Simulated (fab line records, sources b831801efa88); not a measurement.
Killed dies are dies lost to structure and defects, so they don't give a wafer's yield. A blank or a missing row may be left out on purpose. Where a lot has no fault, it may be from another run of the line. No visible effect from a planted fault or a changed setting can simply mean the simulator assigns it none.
fab line records -- flow sky130
[record] lots = 5, wafers = 15, lastDay = 49
route steps=708 shown LDD_P@259 LDD_HVN@267 PAD_OPEN@708
lots that met no fault: from a run of the same line without faults
startH: the number of hours between the record's first day and the start of the first shown wafer of the lot -- waitH: time in hours since the lot's previous step -- " the same as in the row above -- L1.1+2: several wafers, shown together as one row -- - value missing, or start not given -- * or withheld: withheld -- < > ~ a bound
route shown NAME@n: a module of which the file shows steps, and the number in the route of the first -- usual: average and standard deviation across the fault-free wafers -- same: alike in all rows -- chamber/n: place in a boat -- sites: the reading at each site -- _std_site: standard deviation of those values -- _edge_site: inner sites' mean taken away from outer sites' mean -- radiusMm: for every site, how far away it sits from the centre of the wafer -- mask NAME#n: copy n -- behind: the tool/chamber that last shaped the wafer -- hold: the reason the lot was held/the length of the hold in hours/how it ended -- device: the n, p or np transistor that did not switch -- end of line: at the end of the route, the tests of the same wafers -- step lacking rows: just its recipe -- killed: not the wafer's yield, but the dies lost to structure and defects at the first sort -- map: a wafer's dies, x killed, . not, _ none there
set.NAME: the run value of the setting; set.NAME@STEP: its run value at that earlier step -- model.NAME: the simulator's own value behind a step, which no gauge read
lots at some steps of the route; a table a step, a row a wafer
services: the hour from which a tool's chamber was out of use, counted from the record's first day as startH (under 0 if before that day), plus the number of hours and why
[[steps]]
[step SKY_LDD_P_EXPOSE_04]
[recipe] maskId = PSDM, na = 0.6, sourceShape = conventional, sigmaOuter = 0.6, polarization = unpolarized, targetCdNm = 380, doseMj = 138
[step SKY_LDD_P_PEB_05]
[recipe] tempC = withheld, timeS = *, resist = NOVOLAK
[step SKY_LDD_P_DEVELOP_06]
[recipe] resist = NOVOLAK, developer = TMAH, developTimeS = 60, devTempC = 23
[step SKY_LDD_P_CD_MEAS_07]
[recipe] targetCdNm = 380
[usual] cdNm = 379/3.1
lot.wafer,tool,chamber,startH,waitH,cdNm
L932.2,cdSem-02,-,449.64,0.1,377
L932.4,cdSem-02,-,449.64,0.1,374
L932.6,cdSem-02,-,449.64,0.1,375
L935.1,cdSem-02,-,470.34,0.1,381
L935.4,cdSem-02,-,470.34,0.1,382
L935.5,cdSem-02,-,470.34,0.1,383
L945.4,cdSem-01,-,556.83,0.1,378
L945.5,cdSem-01,-,556.83,0.1,379
L945.6,cdSem-01,-,556.83,0.1,379
L950.3,cdSem-01,-,604.51,0.1,378
L950.4,cdSem-01,-,604.51,0.1,377
L950.5,cdSem-01,-,604.51,0.1,377
L951.3,cdSem-02,-,605.11,0.1,377
L951.4,cdSem-02,-,605.11,0.1,379
L951.6,cdSem-02,-,605.11,0.1,379
[step SKY_LDD_P_OVL_MEAS_08]
[usual] LDD_P_OVL = 0.3/1.5
lot.wafer,tool,chamber,startH,waitH,LDD_P_OVL[nm]
L932.2,overlay-01,-,449.75,0.1,-2.8
L932.4,overlay-01,-,449.75,0.1,-1.1
L932.6,overlay-01,-,449.75,0.1,-0.8
L935.1,overlay-01,-,470.46,0.1,-1.9
L935.4,overlay-01,-,470.46,0.1,-1.5
L935.5,overlay-01,-,470.46,0.1,-0.4
L945.4,overlay-01,-,556.91,0.1,0.0
L945.5,overlay-01,-,556.91,0.1,-1.7
L945.6,overlay-01,-,556.91,0.1,1.2
L950.3,overlay-01,-,604.60,0.1,1.1
L950.4,overlay-01,-,604.60,0.1,-0.9
L950.5,overlay-01,-,604.60,0.1,1.5
L951.3,overlay-02,-,605.20,0.1,-0.8
L951.4,overlay-02,-,605.20,0.1,-0.6
L951.6,overlay-02,-,605.20,0.1,0.6
[step SKY_LDD_P_IMPLANT_09]
[recipe] species = BF2, energyKev = 25, doseCm2 = 1e+13, tiltDeg = withheld
[step SKY_LDD_P_STRIP_10]
[recipe] chemistry = O2/N2, powerW = 1400, pressureMtorr = 1500, platenTempC = withheld, o2FlowSccm = 3000, n2FlowSccm = 300, overashFraction = 0.5
[usual] drypumpMotorCurrentA = 5.91/0.27, oesProductAu = 0.716/0.0043, stripTimeToEndpointS = 14.18/0.042
lot.wafer,tool,chamber,startH,waitH,drypumpMotorCurrentA,oesProductAu,rfHoursCounterH,stripTimeToEndpointS
L932.2,plasmaAsher-03,1,449.93,0.1,6.20,0.713,63,14.25
L932.4,plasmaAsher-03,0,449.93,0.1,5.97,0.715,-,14.26
L932.6,plasmaAsher-03,1,449.93,0.1,6.18,0.718,-,14.23
L935.1,plasmaAsher-04,0,470.64,0.1,5.72,0.713,34,14.23
L935.4,plasmaAsher-04,1,470.64,0.1,5.85,0.715,-,14.25
L935.5,plasmaAsher-04,0,470.64,0.1,5.74,0.723,-,14.26
L945.4,plasmaAsher-03,0,557.11,0.1,5.94,0.721,-,14.18
L945.5,plasmaAsher-03,0,557.11,0.1,5.98,0.708,-,14.12
L945.6,plasmaAsher-03,1,557.11,0.1,6.20,0.714,-,14.14
L950.3,plasmaAsher-03,1,604.81,0.1,6.19,0.720,-,14.14
L950.4,plasmaAsher-03,0,604.81,0.1,5.97,0.708,-,14.11
L950.5,plasmaAsher-03,0,604.81,0.1,5.94,0.712,-,14.14
L951.3,plasmaAsher-01,0,605.41,0.1,5.39,0.710,-,14.15
L951.4,plasmaAsher-01,1,605.41,0.1,6.02,0.711,-,14.11
L951.6,plasmaAsher-01,0,605.41,0.1,5.42,0.718,-,14.10
[step SKY_LDD_P_TW_MEAS_11]
[usual] LDD_P_TW = 635/3.6
lot.wafer,tool,chamber,startH,waitH,LDD_P_TW
L932.2,filmMetro-02,-,450.04,0.1,633
L932.4,filmMetro-02,-,450.04,0.1,635
L932.6,filmMetro-02,-,450.04,0.1,632
L935.1,filmMetro-04,-,470.74,0.1,632
L935.4,filmMetro-04,-,470.74,0.1,630
L935.5,filmMetro-04,-,470.74,0.1,632
L945.4,filmMetro-04,-,557.21,0.1,629
L945.5,filmMetro-04,-,557.21,0.1,631
L945.6,filmMetro-04,-,557.21,0.1,631
L950.3,filmMetro-04,-,604.90,0.1,634
L950.4,filmMetro-04,-,604.90,0.1,635
L950.5,filmMetro-04,-,604.90,0.1,636
L951.3,filmMetro-03,-,605.50,0.1,639
L951.4,filmMetro-03,-,605.50,0.1,632
L951.6,filmMetro-03,-,605.50,0.1,638
[step SKY_LDD_HVN_DEHYDRATE_00]
[recipe] tempC = 200, timeS = 60
[step SKY_LDD_HVN_HMDS_01]
[recipe] primeTimeS = 60, primeTempC = 120
[step SKY_LDD_HVN_COAT_02]
[recipe] resist = NOVOLAK, spinRpm = 3000, resistThkNm = 300
[step SKY_LDD_HVN_SOFTBAKE_03]
[recipe] tempC = 90, timeS = 60, resist = NOVOLAK
[step SKY_LDD_HVN_EXPOSE_04]
[recipe] maskId = HVNTM, na = 0.6, sourceShape = conventional, sigmaOuter = 0.6, polarization = unpolarized, targetCdNm = 700, doseMj = 127
[usual] focusOffsetNm = 0.1/0.56
lot.wafer,tool,chamber,startH,waitH,mask,focusOffsetNm
L932.2,ilineStepper-01,0,464.69,-,HVNTM#0,-0.4
L932.4,ilineStepper-01,0,464.69,-,HVNTM#0,-0.7
L932.6,ilineStepper-01,0,464.69,-,HVNTM#0,-0.7
L935.1,ilineStepper-01,0,485.47,-,HVNTM_R1#0,0.1
L935.4,ilineStepper-01,0,485.47,-,HVNTM_R1#0,-0.2
L935.5,ilineStepper-01,0,485.47,-,HVNTM_R1#0,0.8
L945.4,ilineStepper-02,0,573.12,-,HVNTM#0,0.6
L945.5,ilineStepper-02,0,573.12,-,HVNTM#0,1.2
L945.6,ilineStepper-02,0,573.12,-,HVNTM#0,-0.1
L950.3,ilineStepper-02,0,618.58,-,HVNTM#0,-0.4
L950.4,ilineStepper-02,0,618.58,-,HVNTM#0,0.7
L950.5,ilineStepper-02,0,618.58,-,HVNTM#0,-0.7
L951.3,ilineStepper-01,0,619.74,-,HVNTM#0,-0.4
L951.4,ilineStepper-01,0,619.74,-,HVNTM#0,-0.2
L951.6,ilineStepper-01,0,619.74,-,HVNTM#0,-0.5
[step SKY_LDD_HVN_PEB_05]
[recipe] tempC = withheld, timeS = *, resist = NOVOLAK
[step SKY_PAD_OPEN_PROBE_99]
[usual] killed_at_M0_to_M3 = 44/7, killed_at_M4_up = 3.1/1.8, killedAtContacts = 25/5.1, killedAtFrontEnd = 15/4.3, killedAtOther = 0.3/0.61, killedDies = 87/9.8, killedOpen = 48/7, killedShort = 38/6.3
[same] grossDies = 492, killedAtBackSide = 0
lot.wafer,tool,chamber,startH,waitH,killed_at_M0_to_M3,killed_at_M4_up,killedAtContacts,killedAtFrontEnd,killedAtOther,killedDies,killedOpen,killedShort
L932.2,prober-01,-,1090.05,0.1,46,2,26,16,0,90,55,35
L932.4,prober-01,-,1090.15,0.2,38,3,24,16,1,82,46,36
L932.6,prober-01,-,1090.25,0.2,45,2,24,25,0,96,44,52
L950.3,prober-01,-,1182.69,0.2,38,3,23,7,1,72,39,33
L950.4,prober-01,-,1182.74,0.2,47,1,24,16,0,88,43,45
L950.5,prober-01,-,1182.79,0.2,34,2,21,13,0,70,36,34
// killed by level:class
L932.2 CONTACT:geometricParticle:open=11 LI_CONTACT:geometricParticle:open=10 VIA1:geometricParticle:open=10 FIELD_ISO:geometricParticle:open=5 METAL1:geometricParticle:short=5 VIA2:geometricParticle:short=5 METAL1:geometricParticle:open=4 VIA1:geometricParticle:short=4
L932.4 METAL1:geometricParticle:short=10 CONTACT:geometricParticle:open=10 LI_CONTACT:geometricParticle:open=6 VIA1:geometricParticle:open=5 FIELD_ISO:geometricParticle:open=4 VIA2:geometricParticle:open=4 VIA3:geometricParticle:open=4 POLY_GATE:geometricParticle:short=3
L932.6 VIA1:geometricParticle:open=9 FIELD_ISO:geometricParticle:short=8 METAL2:geometricParticle:short=8 FIELD_ISO:geometricParticle:open=7 CONTACT:geometricParticle:open=6 CONTACT:geometricParticle:short=6 METAL1:geometricParticle:short=6 VIA2:geometricParticle:open=6
L950.3 CONTACT:geometricParticle:open=8 VIA1:geometricParticle:open=8 VIA1:geometricParticle:short=7 LI_CONTACT:geometricParticle:open=6 VIA3:geometricParticle:open=5 VIA3:geometricParticle:short=5 METAL1:geometricParticle:short=4 CONTACT:geometricParticle:short=3
L950.4 VIA1:geometricParticle:open=9 CONTACT:geometricParticle:open=8 VIA1:geometricParticle:short=8 LOCAL_INTERCONNECT:geometricParticle:short=7 METAL1:geometricParticle:short=7 VIA3:geometricParticle:open=5 FIELD_ISO:geometricParticle:short=5 METAL2:geometricParticle:short=5
L950.5 VIA1:geometricParticle:open=8 LI_CONTACT:geometricParticle:open=6 CONTACT:geometricParticle:short=5 VIA1:geometricParticle:short=5 VIA3:geometricParticle:open=5 FIELD_ISO:geometricParticle:open=4 METAL1:geometricParticle:short=4 VIA2:geometricParticle:open=4
[[services]]
tool,chamber,startH,hours,kind
plasmaAsher-03,-,427.20,1.9,repair
plasmaAsher-01,0,430.25,-,clean
plasmaAsher-01,1,430.25,-,clean
ilineStepper-01,-,543.17,2.0,repair
ilineStepper-01,0,559.50,-,calibration
ilineStepper-02,0,589.09,-,calibration
plasmaAsher-04,-,605.54,0.7,repair
ilineStepper-02,-,615.19,1.7,pm
[[key]]
[firstSign] step = SKY_LDD_HVN_EXPOSE_04, reading = mask, direction = changed
effect none on later readings
metAt SKY_LDD_HVN_EXPOSE_04
struckWafers L935.1,L935.4,L935.5
testerLeftOut L935
onsetBetween 464.69 485.47
[fault] kind = wrongMask, tool = any, chamber = -, onsetH = 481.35, steps = SKY_LDD_HVN_EXPOSE_04, auxCopy = HVNTM_R1#0, cdOffsetNm = 49, scope = struckLotsOnly
// testerLeftOut: of these lots the tester's yield and bins aren't shown, on N5 and GAA mostly nor the transistor test; their killed dies are dies lost to structure and defects alone, not to doping, threshold or leakage, so they don't give the yield
